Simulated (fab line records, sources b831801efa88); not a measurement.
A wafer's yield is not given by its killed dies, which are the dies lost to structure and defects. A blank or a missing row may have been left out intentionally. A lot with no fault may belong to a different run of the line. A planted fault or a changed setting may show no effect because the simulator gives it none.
Which tool did it? | flow sky130 | Sampling: 11 lots, 33 wafers, 6 of 708 route steps

WHAT THE GAUGES SHOWED, per wafer
SKY_VIA4_RS_MEAS_19: measures by four-point-probe.
lot  | measured     | on           | VIA4_W_RS (ohm/sq)
L919 | day 42 21:43 | filmMetro-01 | 0.2233 0.2239 0.2203
L921 | day 43 09:32 | filmMetro-04 | 0.2280 0.2299 0.2256
L922 | day 43 21:08 | filmMetro-02 | 0.2264 0.2257 0.2257
L924 | day 44 11:31 | filmMetro-02 | 0.2236 0.2255 0.2255
L926 | day 45 21:22 | filmMetro-01 | 0.2213 0.2225 0.2228
L931 | day 46 07:47 | filmMetro-01 | 0.2234 0.2248 0.2240
L932 | day 46 16:01 | filmMetro-02 | 0.2264 0.2296 0.2233
L934 | day 47 01:32 | filmMetro-02 | 0.2236 0.2242 0.2253
L935 | day 47 07:29 | filmMetro-02 | 0.2297 0.2461 0.2281
L937 | day 47 13:50 | filmMetro-02 | 0.2259 0.2271 0.2252
L938 | day 47 17:49 | filmMetro-04 | 0.2461 0.2476 0.2284

SKY_VIA4_THK_MEAS_20: measures by xrf.
lot  | measured     | on           | VIA4_W_THK (nm)
L919 | day 42 21:49 | filmMetro-01 | 498 500 504
L921 | day 43 09:39 | filmMetro-04 | 481 479 485
L922 | day 43 21:15 | filmMetro-02 | 489 490 488
L924 | day 44 11:37 | filmMetro-02 | 503 495 494
L926 | day 45 21:29 | filmMetro-01 | 504 498 504
L931 | day 46 07:55 | filmMetro-01 | 496 495 497
L932 | day 46 16:08 | filmMetro-02 | 489 484 498
L934 | day 47 01:38 | filmMetro-02 | 496 491 491
L935 | day 47 07:35 | filmMetro-02 | 482 450 487
L937 | day 47 13:58 | filmMetro-02 | 491 490 492
L938 | day 47 17:55 | filmMetro-04 | 450 447 485

WHICH TOOL RAN EACH LOT (tool, then ch and the chambers of the sampled wafers, then the start)
lot  | SKY_METAL4_SPUTTER_00       | SKY_METAL4_SPUTTER_04       | SKY_METAL4_ETCH_16               | SKY_VIA4_CVD_18
L919 | pvdSputter-01, day 39 17:59 | pvdSputter-01, day 39 18:05 | rieMetal-04 ch 1, day 41 19:46   | cvdW-02 ch 0,1, day 42 21:32
L921 | pvdSputter-04, day 40 08:37 | pvdSputter-04, day 40 08:43 | rieMetal-02 ch 0, day 42 08:27   | cvdW-01 ch 0,1, day 43 09:23
L922 | pvdSputter-01, day 40 19:29 | pvdSputter-01, day 40 19:35 | rieMetal-01 ch 0,1, day 42 19:52 | cvdW-02 ch 0, day 43 20:59
L924 | pvdSputter-01, day 41 12:17 | pvdSputter-01, day 41 12:23 | rieMetal-04 ch 0,1, day 43 11:07 | cvdW-01 ch 0,1, day 44 11:20
L926 | pvdSputter-01, day 42 23:05 | pvdSputter-01, day 42 23:11 | rieMetal-01 ch 0,1, day 44 21:34 | cvdW-02 ch 0,1, day 45 21:13
L931 | pvdSputter-01, day 43 09:41 | pvdSputter-01, day 43 09:47 | rieMetal-04 ch 0,1, day 45 08:04 | cvdW-01 ch 0,1, day 46 07:38
L932 | pvdSputter-02, day 43 19:20 | pvdSputter-02, day 43 19:27 | rieMetal-04 ch 0,1, day 45 16:55 | cvdW-02 ch 0,1, day 46 15:50
L934 | pvdSputter-01, day 44 05:53 | pvdSputter-01, day 44 06:00 | rieMetal-04 ch 0,1, day 46 02:42 | cvdW-01 ch 0,1, day 47 01:24
L935 | pvdSputter-04, day 44 14:05 | pvdSputter-04, day 44 14:12 | rieMetal-04 ch 0,1, day 46 09:21 | cvdW-02 ch 0,1, day 47 07:21
L937 | pvdSputter-04, day 44 19:59 | pvdSputter-04, day 44 20:05 | rieMetal-02 ch 0,1, day 46 15:37 | cvdW-01 ch 0,1, day 47 13:41
L938 | pvdSputter-01, day 45 01:34 | pvdSputter-01, day 45 01:40 | rieMetal-01 ch 0,1, day 46 20:23 | cvdW-02 ch 0,1, day 47 17:38
- SKY_METAL4_SPUTTER_00: material Ti, target thk 15 nm, time 10 s.
- SKY_METAL4_SPUTTER_04: material TiN, target thk 70 nm, time 58.3 s.
- SKY_METAL4_ETCH_16: etches BARC in N2/H2, stops on SiO2, time 88.2 s, target depth 60 nm.
- SKY_VIA4_CVD_18: deposits W, target thk 505 nm, time 152.14 s.

WHAT THE TOOLS THEMSELVES READ (means of the sampled wafers that have a number; where no wafer has one, the mark that the record gives instead)
SKY_METAL4_SPUTTER_00.
lot  | tool          | throttleValvePct (%)
L919 | pvdSputter-01 | 30.3
L921 | pvdSputter-04 | 30.0
L922 | pvdSputter-01 | 30.6
L924 | pvdSputter-01 | 30.9
L926 | pvdSputter-01 | 30.7
L931 | pvdSputter-01 | 30.8
L932 | pvdSputter-02 | 29.5
L934 | pvdSputter-01 | 30.5
L935 | pvdSputter-04 | 29.8
L937 | pvdSputter-04 | 29.4
L938 | pvdSputter-01 | 31.1

SKY_METAL4_SPUTTER_04.
lot  | tool          | throttleValvePct (%)
L919 | pvdSputter-01 | 30.3
L921 | pvdSputter-04 | 29.8
L922 | pvdSputter-01 | 30.6
L924 | pvdSputter-01 | 30.9
L926 | pvdSputter-01 | 30.6
L931 | pvdSputter-01 | 30.6
L932 | pvdSputter-02 | 29.7
L934 | pvdSputter-01 | 30.4
L935 | pvdSputter-04 | 29.9
L937 | pvdSputter-04 | 29.5
L938 | pvdSputter-01 | 31.0

SKY_METAL4_ETCH_16.
lot  | tool        | drypumpMotorCurrentA (A) | oesProductAu (a.u.) | throttleValvePct (%)
L919 | rieMetal-04 | 5.7                      | 0.626               | 13.209
L921 | rieMetal-02 | 6.5                      | 0.624               | 13.208
L922 | rieMetal-01 | 6.2                      | 0.628               | 13.207
L924 | rieMetal-04 | 5.7                      | 0.625               | 13.209
L926 | rieMetal-01 | 6.2                      | 0.627               | 13.203
L931 | rieMetal-04 | 5.7                      | 0.623               | 13.203
L932 | rieMetal-04 | 5.7                      | 0.628               | 13.215
L934 | rieMetal-04 | 5.7                      | 0.622               | 13.206
L935 | rieMetal-04 | 5.7                      | 0.629               | 13.208
L937 | rieMetal-02 | 6.4                      | 0.627               | 13.206
L938 | rieMetal-01 | 6.2                      | 0.624               | 13.199

SKY_VIA4_CVD_18.
lot  | tool    | heaterPowerW (W) | susceptorTempC (C)
L919 | cvdW-02 | 895              | 399.88
L921 | cvdW-01 | 870              | 399.76
L922 | cvdW-02 | 930              | 400.09
L924 | cvdW-01 | 900              | 400.33
L926 | cvdW-02 | 895              | 399.93
L931 | cvdW-01 | 896              | 399.93
L932 | cvdW-02 | 859              | 400.00
L934 | cvdW-01 | 876              | 399.80
L935 | cvdW-02 | 891              | 398.24
L937 | cvdW-01 | 876              | 399.99
L938 | cvdW-02 | 817              | 396.09

THE ANSWER, worked out from the rows above alone
Rule: the lots themselves supply what counts as usual. Put in order of their means at a reading, lots are off if they are a third of the lots or fewer, leave a main group of 4 or more, and stand apart from it by a gap of 3 or more times the standard deviation of the main group's means; of several such gaps the widest counts. A main group is skipped when, at the precision printed for the reading in the tables above, its means are all equal. Also off: a lot with no number at a reading for which 4 or more lots have one. All remaining lots with rows at the step are treated as sound. After the gauges, taken in route order, come the tools' own readings; for these a lot's mean is taken, as printed above. The first step at which some lot is off is used, and at that step the reading that is off furthest; a lot without a number counts as furthest.
Off: L935, L938, at SKY_VIA4_RS_MEAS_19 (VIA4_W_RS). Mean 0.2249 ohm/sq and standard deviation 0.0017 in the main group.
A tool fits if, at a process step before that reading, it ran every lot that is off, and no sound lot after the first of them. The gauges at SKY_VIA4_RS_MEAS_19 aren't tried: what is off there is off at SKY_VIA4_CVD_18 too, on other tools, and a gauge's error can't cause that. One candidate fits, namely cvdW-02 at SKY_VIA4_CVD_18. A fault onset in the window from L932 (day 46 15:50, its last sound lot) to L935 (day 47 07:21, its first lot off) fits.
On the lots that are off, the tool's own readings at SKY_VIA4_CVD_18 differ by more than 5 times the standard deviation of the sound lots' means, which bears it out; susceptorTempC reads 397.16 C there versus 399.97 C on the sound lots.

WHAT HAD BEEN PUT IN BY THE SIMULATOR
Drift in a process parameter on cvdW-02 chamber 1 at SKY_VIA4_CVD_18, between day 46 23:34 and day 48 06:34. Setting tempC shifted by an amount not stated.
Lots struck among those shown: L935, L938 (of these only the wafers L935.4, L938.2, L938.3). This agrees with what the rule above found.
